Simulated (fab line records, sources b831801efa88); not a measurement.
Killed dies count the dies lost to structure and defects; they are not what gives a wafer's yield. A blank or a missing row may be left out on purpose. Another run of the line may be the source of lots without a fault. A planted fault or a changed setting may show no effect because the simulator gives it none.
fab line records	flow sky130
record: lots: 11	wafers: 31	lastDay: 50
route steps=708 shown METAL4@630 METAL5@664 PASSIVATION@693 PAD_OPEN@708
lots with no fault: from the same line, run without faults
startH: the number of hours between the record's first day and the start of the first shown wafer of the lot	waitH: hours from the lot's prior step to this one	" repeats the value in the row above	L1.1+2: a single row standing in for several wafers	- no value, or no start given	* or withheld: withheld	< > ~ a bound
route shown NAME@n: a module of which the file shows steps, and the number in the route of the first	usual: mean/standard deviation of fault-free wafers	same: alike in all rows	chamber/n: place in a boat	sites: the reading at each site	_std_site: their standard deviation	_edge_site: the outer-site mean with the inner-site mean subtracted	radiusMm: for every site, how far away it sits from the centre of the wafer	mask NAME#n: copy n	behind: the last tool/chamber to shape the wafer	hold: reason for holding the lot/hours on hold/outcome of the hold	device: whichever transistor did not switch (one of n, p or np)	end of line: at the end of the route, the tests of the same wafers	for a step that has no rows: nothing shown but its recipe	killed: the dies lost at the first sort to structure and to defects; this is not the yield of the wafer	map: a wafer's dies, x killed, . not, _ none there
set.NAME: the setting the step ran with; set.NAME@STEP: the setting that earlier step ran with	model.NAME: the simulator's own value behind a step, which no gauge read
one table for each step of the route and one row for each wafer, over a sample of lots
services: from which hour (startH, from the record's first day; less than 0 if before it) a tool's chamber was out of use, for how many hours, and why
== steps ==
step: SKY_METAL4_OVL_MEAS_14
usual: METAL4_OVL: -4/6
lot.wafer	tool	chamber	startH	waitH	METAL4_OVL[nm]
L962.1	overlay-01	-	982.60	0.1	-3
L962.3	"	-	"	"	1
L962.6	"	-	"	"	-11
L961.1	overlay-02	-	982.66	0.1	4
L961.5	"	-	"	"	-1
L961.6	"	-	"	"	-8
L966.3	overlay-02	-	1011.02	0.1	4
L966.5	"	-	"	"	4
L966.6	"	-	"	"	-11
L968.1	overlay-01	-	1029.35	0.1	-3
L968.4	"	-	"	"	-6
L968.6	"	-	"	"	-6
L970.2	overlay-01	-	1039.12	0.1	-8
L970.3	"	-	"	"	0
L970.6	"	-	"	"	-12
L974.1	overlay-02	-	1060.50	0.1	-5
L974.2	"	-	"	"	1
L974.5	"	-	"	"	-1
L978.2	overlay-01	-	1101.73	0.1	-8
L978.3	"	-	"	"	-12
L980.2	overlay-01	-	1104.03	0.1	-7
L980.5	"	-	"	"	4
L980.6	"	-	"	"	-6
L981.3	overlay-01	-	1108.34	0.1	1
L981.4	"	-	"	"	-8
L981.6	"	-	"	"	-9
L979.3	overlay-01	-	1109.97	0.1	-10
L979.5	"	-	"	"	-1
L984.3	overlay-01	-	1126.39	0.1	1
L984.5	"	-	"	"	-4
L984.6	"	-	"	"	1
step: SKY_METAL5_SPUTTER_03
recipe: material: Ti	targetThkNm: 5	powerW: 3000	timeS: 3.3	chamberPressurePa: 0.4
usual: throttleValvePct: 30.0/0.68
lot.wafer	tool	chamber	startH	waitH	throttleValvePct
L962.1	pvdSputter-03	-	1009.40	0.0	30.4
L962.3	"	-	"	"	30.4
L962.6	"	-	"	"	30.5
L961.1	pvdSputter-04	-	1009.46	0.0	31.3
L961.5	"	-	"	"	28.9
L961.6	"	-	"	"	29.5
L966.3	pvdSputter-01	-	1036.26	0.0	30.1
L966.5	"	-	"	"	29.8
L966.6	"	-	"	"	31.2
L968.1	pvdSputter-01	-	1054.65	0.0	30.1
L968.4	"	-	"	"	30.9
L968.6	"	-	"	"	30.0
L970.2	pvdSputter-01	-	1063.81	0.0	29.7
L970.3	"	-	"	"	29.6
L970.6	"	-	"	"	30.3
L974.1	pvdSputter-01	-	1084.96	0.0	30.3
L974.2	"	-	"	"	29.7
L974.5	"	-	"	"	29.8
L978.2	pvdSputter-01	-	1124.48	0.0	30.1
L978.3	"	-	"	"	30.5
L980.2	pvdSputter-03	-	1128.65	0.0	29.7
L980.5	"	-	"	"	29.8
L980.6	"	-	"	"	29.5
L981.3	pvdSputter-03	-	1130.95	0.0	29.7
L981.4	"	-	"	"	29.9
L981.6	"	-	"	"	29.8
L979.3	pvdSputter-03	-	1132.45	0.0	29.7
L979.5	"	-	"	"	30.6
L984.3	pvdSputter-04	-	1147.49	0.0	28.6
L984.5	"	-	"	"	29.4
L984.6	"	-	"	"	29.5
step: SKY_METAL5_METAL_ETCH_15
recipe: targetDepthA: 12600	stopOn: SiO2	overEtchFrac: 0.2	timeS: 252	chemistry: Cl2/BCl3	resistSidewallDeg: 86	pressureMtorr: 10	icpW: 900	biasW: 48.5	Cl2_flow_sccm: 60	bcl3FlowSccm: 30
usual: drypumpMotorCurrentA: 5.8/0.35	oesProductAu: 0.895/0.0049	overEtchFrac: 0.2/0	throttleValvePct: 22.264/0.0089
lot.wafer	tool	chamber	startH	waitH	drypumpMotorCurrentA	oesProductAu	overEtchFrac	rfHoursCounterH	throttleValvePct
L962.1	rieMetal-03	0	1032.12	0.0	6.0	0.898	0.2	20	22.255
L962.3	"	1	"	"	5.3	0.902	0.2	-	22.260
L962.6	"	1	"	"	5.3	0.901	0.2	-	22.275
L961.1	rieMetal-02	0	1032.13	0.0	6.2	0.892	0.2	16	22.270
L961.5	"	0	"	"	6.3	0.897	0.2	-	22.244
L961.6	"	1	"	"	5.7	0.901	0.2	-	22.270
L966.3	rieMetal-02	0	1058.85	0.1	6.3	0.904	0.2	-	22.263
L966.5	"	1	"	"	5.7	0.892	0.2	-	22.275
L966.6	"	0	"	"	6.3	0.892	0.2	-	22.256
L968.1	rieMetal-01	1	1076.13	0.0	6.0	0.889	0.2	19	22.256
L968.4	"	1	"	"	6.0	0.898	0.2	-	22.271
L968.6	"	0	"	"	5.3	0.905	0.2	-	22.261
L970.2	rieMetal-02	0	1085.29	0.0	6.3	0.891	0.2	19	22.270
L970.3	"	1	"	"	5.8	0.895	0.2	-	22.264
L970.6	"	0	"	"	6.3	0.897	0.2	-	22.267
L974.1	rieMetal-02	0	1105.09	0.0	6.3	0.897	0.2	21	22.270
L974.2	"	1	"	"	5.7	0.849	0.30206	16	22.275
L974.5	"	1	"	"	5.7	0.860	0.30206	-	22.281
L978.2	rieMetal-02	1	1143.32	0.0	5.7	0.858	0.30206	17	22.285
L978.3	"	0	"	"	6.2	0.893	0.2	-	22.269
L980.2	rieMetal-01	1	1146.29	0.0	6.0	0.894	0.2	25	22.260
L980.5	"	1	"	"	6.0	0.890	0.2	-	22.270
L980.6	"	0	"	"	5.3	0.899	0.2	-	22.255
L981.3	rieMetal-01	1	1149.35	0.1	6.0	0.894	0.2	-	22.264
L981.4	"	0	"	"	5.3	0.902	0.2	-	22.270
L981.6	"	0	"	"	5.3	0.899	0.2	-	22.271
L979.3	rieMetal-02	0	1150.56	0.1	6.3	0.890	0.2	-	22.274
L979.5	"	0	"	"	6.3	0.858	0.30206	-	22.265
L984.3	rieMetal-01	0	1165.55	0.1	5.4	0.895	0.2	-	22.265
L984.5	"	0	"	"	5.4	0.893	0.2	-	22.271
L984.6	"	1	"	"	6.0	0.899	0.2	-	22.268
step: SKY_METAL5_STRIP_16
recipe: chemistry: O2/N2	powerW: 1400	pressureMtorr: 1500	platenTempC: withheld	o2FlowSccm: 3000	n2FlowSccm: 300	overashFraction: 0.5
usual: drypumpMotorCurrentA: 5.49/0.18	o2FlowSccm: 3000/7.9	oesProductAu: 0.710/0.0045	stripTimeToEndpointS: 12.99/0.27
lot.wafer	tool	chamber	startH	waitH	drypumpMotorCurrentA	o2FlowSccm	oesProductAu	rfHoursCounterH	stripTimeToEndpointS
L962.1	plasmaAsher-03	1	1032.35	0.2	5.95	3001	0.703	125	12.68
L962.3	"	0	"	"	5.44	3000	0.706	-	13.17
L962.6	"	1	"	"	5.93	3003	0.713	-	13.20
L961.1	plasmaAsher-02	1	1032.36	0.2	5.54	2996	0.706	87	13.15
L961.5	"	1	"	"	5.54	3009	0.701	-	13.11
L961.6	"	0	"	"	5.46	3000	0.714	-	12.85
L966.3	plasmaAsher-02	1	1059.04	0.1	5.50	2991	0.716	-	13.18
L966.5	"	1	"	"	5.51	3011	0.715	-	12.57
L966.6	"	0	"	"	5.45	2993	0.705	-	13.21
L968.1	plasmaAsher-01	0	1076.36	0.2	5.48	2992	0.712	66	13.19
L968.4	"	1	"	"	5.22	2998	0.717	-	13.08
L968.6	"	1	"	"	5.25	2991	0.705	-	13.09
L970.2	plasmaAsher-01	1	1085.52	0.2	5.23	3002	0.711	67	13.03
L970.3	"	0	"	"	5.48	2987	0.712	-	12.62
L970.6	"	0	"	"	5.46	3009	0.714	-	12.95
L974.1	plasmaAsher-01	0	1105.32	0.2	5.47	2994	0.703	68	12.90
L974.2	"	1	"	"	5.21	3004	0.714	68	11.67
L974.5	"	0	"	"	5.48	2999	0.710	-	11.73
L978.2	plasmaAsher-02	1	1143.55	0.2	5.52	2993	0.711	98	11.68
L978.3	"	1	"	"	5.53	2978	0.708	-	12.88
L980.2	plasmaAsher-01	1	1146.52	0.2	5.25	2993	0.713	71	13.33
L980.5	"	0	"	"	5.46	2976	0.717	-	13.41
L980.6	"	1	"	"	5.25	2995	0.717	-	13.18
L981.3	plasmaAsher-02	1	1149.54	0.1	5.51	3009	0.700	-	13.32
L981.4	"	0	"	"	5.47	3004	0.713	-	13.15
L981.6	"	0	"	"	5.50	3010	0.705	-	13.10
L979.3	plasmaAsher-03	0	1150.75	0.1	5.42	3004	0.701	-	12.96
L979.5	"	0	"	"	5.45	3000	0.704	-	12.29
L984.3	plasmaAsher-03	1	1165.74	0.1	5.94	2989	0.706	-	13.07
L984.5	"	0	"	"	5.43	3001	0.712	-	13.07
L984.6	"	1	"	"	5.95	2996	0.709	-	13.43
step: SKY_PASSIVATION_STRIP_12
recipe: chemistry: O2/N2	powerW: 1400	pressureMtorr: 1500	platenTempC: withheld	overashFraction: 0.7	o2FlowSccm: 3000	n2FlowSccm: 300
usual: drypumpMotorCurrentA: 5.55/0.16	o2FlowSccm: 3003/10	oesProductAu: 0.661/0.0043	stripTimeToEndpointS: 31.46/0.11
lot.wafer	tool	chamber	startH	waitH	drypumpMotorCurrentA	o2FlowSccm	oesProductAu	rfHoursCounterH	stripTimeToEndpointS
L961.1	plasmaAsher-04	1	1055.45	0.1	5.37	2992	0.660	31	31.58
L961.5	"	1	"	"	5.43	2984	0.667	-	31.56
L961.6	"	0	"	"	5.70	2993	0.663	-	31.59
L962.1	plasmaAsher-04	0	1056.01	0.1	5.71	2985	0.661	31	31.49
L962.3	"	0	"	"	5.68	3006	0.652	-	31.60
L962.6	"	1	"	"	5.39	2989	0.656	-	31.60
L966.3	plasmaAsher-02	1	1080.84	0.1	5.51	3016	0.662	-	31.40
L966.5	"	1	"	"	5.51	3006	0.661	-	31.29
L966.6	"	0	"	"	5.49	2997	0.670	-	31.45
L968.1	plasmaAsher-04	0	1097.21	0.1	5.68	3015	0.661	35	31.48
L968.4	"	0	"	"	5.70	3017	0.661	-	31.53
L968.6	"	0	"	"	5.70	3010	0.660	-	31.57
L970.2	plasmaAsher-02	1	1106.96	0.1	5.50	3004	0.663	95	31.56
L970.3	"	1	"	"	5.47	2988	0.660	-	31.38
L970.6	"	0	"	"	5.49	3011	0.663	-	31.55
L974.1	plasmaAsher-02	0	1126.01	0.1	5.47	3012	0.663	97	31.57
L974.2	"	1	"	"	5.50	3020	0.669	97	31.49
L974.5	"	1	"	"	5.54	3006	0.667	-	31.38
L978.2	plasmaAsher-03	1	1162.00	0.1	5.96	3008	0.655	9	31.53
L978.3	"	0	"	"	5.45	3006	0.665	-	31.52
L980.2	plasmaAsher-02	1	1165.55	0.1	5.50	3009	0.667	101	31.31
L980.5	"	1	"	"	5.51	3006	0.657	-	31.31
L980.6	"	0	"	"	5.46	3013	0.656	-	31.45
L981.3	plasmaAsher-02	0	1167.55	0.1	5.47	2994	0.662	-	31.37
L981.4	"	1	"	"	5.55	3007	0.651	-	31.38
L981.6	"	0	"	"	5.44	2998	0.661	-	31.41
L979.3	plasmaAsher-04	0	1169.34	0.1	5.70	3004	0.653	-	31.51
L979.5	"	0	"	"	5.70	3009	0.667	-	31.58
L984.3	plasmaAsher-04	1	1182.34	0.1	5.38	3008	0.657	-	31.44
L984.5	"	0	"	"	5.71	2998	0.662	-	31.39
L984.6	"	1	"	"	5.40	3016	0.658	-	31.35
step: SKY_PAD_OPEN_PROBE_99
usual: defectLimitedYield: 82.6/1.8	killed_at_M0_to_M3: 44/6.9	killed_at_M4_up: 3.2/1.8	killedAtContacts: 23/5.2	killedAtFrontEnd: 15/4.5	killedAtOther: 0.3/0.56	killedDies: 85/8.8	killedOpen: 47/6.7	killedShort: 39/6.4	sort_bin_3_pad_short: 0.8/0.4	sort_bin_5_function: 10.2/1.3	sort_bin_6_memory: 6.4/1.1	sortNPass: 407/8.8	sortYieldPct: 82.6/1.8
same: grossDies: 492	killedAtBackSide: 0	sort_bin_4_leakage[%]: 0	sort_bin_8_speed[%]: 0
lot.wafer	tool	chamber	startH	waitH	defectLimitedYield[%]	killed_at_M0_to_M3	killed_at_M4_up	killedAtContacts	killedAtFrontEnd	killedAtOther	killedDies	killedOpen	killedShort	sort_bin_3_pad_short[%]	sort_bin_5_function[%]	sort_bin_6_memory[%]	sortNPass	sortYieldPct[%]
L961.1	prober-02	-	1078.76	0.1	79.7	46	3	36	14	1	100	65	35	1.2	10.6	8.5	392	79.7
L961.5	prober-02	-	1078.96	0.2	85.2	42	2	12	16	1	73	41	32	0.8	9.6	4.5	419	85.2
L961.6	prober-02	-	1079.01	0.2	82.5	43	4	24	15	0	86	40	46	1.2	9.8	6.5	406	82.5
L981.3	prober-01	-	1185.93	0.2	79.9	48	3	29	19	0	99	58	41	1.0	11.2	7.9	393	79.9
L981.4	prober-01	-	1185.98	0.2	80.7	48	2	25	19	1	95	49	46	0.4	10.8	8.1	397	80.7
L981.6	prober-01	-	1186.08	0.2	80.7	45	7	27	16	0	95	55	40	1.2	11.0	7.1	397	80.7
killed by level:class
L961.1 CONTACT:geometricParticle:open=14 VIA1:geometricParticle:open=13 LI_CONTACT:geometricParticle:open=9 VIA2:geometricParticle:open=9 CONTACT:geometricParticle:short=6 METAL3:geometricParticle:short=6 VIA3:geometricParticle:open=6 LOCAL_INTERCONNECT:geometricParticle:short=4
L961.5 VIA1:geometricParticle:open=12 VIA2:geometricParticle:open=6 CONTACT:geometricParticle:open=5 METAL1:geometricParticle:short=5 POLY_GATE:geometricParticle:open=4 SPACER:geometricParticle:short=4 VIA1:geometricParticle:short=4 FIELD_ISO:geometricParticle:open=3
L961.6 VIA1:geometricParticle:open=11 METAL2:geometricParticle:short=8 VIA2:geometricParticle:open=7 CONTACT:geometricParticle:open=6 CONTACT:geometricParticle:short=6 FIELD_ISO:geometricParticle:short=4 LI_CONTACT:geometricParticle:open=4 LOCAL_INTERCONNECT:geometricParticle:short=4
L981.3 CONTACT:geometricParticle:open=13 VIA2:geometricParticle:open=9 POLY_GATE:geometricParticle:open=7 LOCAL_INTERCONNECT:geometricParticle:short=7 VIA3:geometricParticle:open=7 METAL3:geometricParticle:short=7 VIA1:geometricParticle:open=6 POLY_GATE:geometricParticle:short=4
L981.4 VIA2:geometricParticle:open=10 VIA1:geometricParticle:open=7 METAL1:geometricParticle:short=7 VIA3:geometricParticle:open=7 LI_CONTACT:geometricParticle:open=6 CONTACT:geometricParticle:open=6 FIELD_ISO:geometricParticle:short=5 POLY_GATE:geometricParticle:open=5
L981.6 VIA2:geometricParticle:open=13 VIA1:geometricParticle:open=12 CONTACT:geometricParticle:open=9 LOCAL_INTERCONNECT:geometricParticle:short=8 CONTACT:geometricParticle:short=6 VIA3:geometricParticle:open=6 FIELD_ISO:geometricParticle:open=4 FIELD_ISO:geometricParticle:short=4
== services ==
tool	chamber	startH	hours	kind
plasmaAsher-03	-	990.02	1.0	repair
plasmaAsher-02	-	1002.51	3.8	repair
plasmaAsher-03	-	1017.80	1.0	repair
plasmaAsher-03	-	1055.25	9.0	pm
plasmaAsher-03	0	1055.25	9.0	ventCycle
plasmaAsher-03	1	1055.25	9.0	ventCycle
plasmaAsher-01	-	1058.63	2.8	pm
plasmaAsher-03	0	1064.25	-	clean
plasmaAsher-03	1	1064.25	-	clean
rieMetal-01	0	1083.61	14.5	repair
pvdSputter-01	-	1086.06	1.0	repair
pvdSputter-04	-	1086.86	5.1	repair
rieMetal-03	0	1087.52	16.6	repair
pvdSputter-01	-	1090.18	15.6	repair
plasmaAsher-01	-	1108.66	0.7	repair
plasmaAsher-01	-	1111.93	3.3	repair
rieMetal-02	1	1113.41	20.3	repair
pvdSputter-04	-	1118.34	0.7	repair
rieMetal-01	1	1123.34	4.0	repair
plasmaAsher-01	-	1136.44	8.2	repair
rieMetal-03	1	1137.37	14.2	repair
pvdSputter-01	-	1160.76	2.3	repair
pvdSputter-01	-	1175.54	2.4	repair
pvdSputter-01	-	1177.76	4.5	repair
== key ==
firstSign: step: SKY_METAL5_METAL_ETCH_15	reading: overEtchFrac	direction: up	sigmas: 99+	usual: 0.2	struck: 0.30206
effect: step: SKY_METAL5_METAL_ETCH_15	reading: oesProductAu	direction: down	sigmas: 7.9	usual: 0.895	struck: 0.856
effect: step: SKY_METAL5_STRIP_16	reading: stripTimeToEndpointS	direction: down	sigmas: 4.3	usual: *	struck: *
metAt SKY_METAL5_METAL_ETCH_15
struckLots L974,L978,L979
struckWafers L974.2,L974.5,L978.2,L979.5
notActingAt SKY_METAL4_OVL_MEAS_14,SKY_METAL5_SPUTTER_03,SKY_PASSIVATION_STRIP_12
onsetBetween 1085.29 1105.09
fault: kind: processParameterDrift	tool: rieMetal-02	chamber: -	onsetH: 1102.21	steps: SKY_METAL5_METAL_ETCH_15	channel: overEtchFrac	offset: 0.10206	shape: step	endH: 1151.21	scope: struckWafersOnly	actsIn: theseRecipesOnly	stated: 0.2
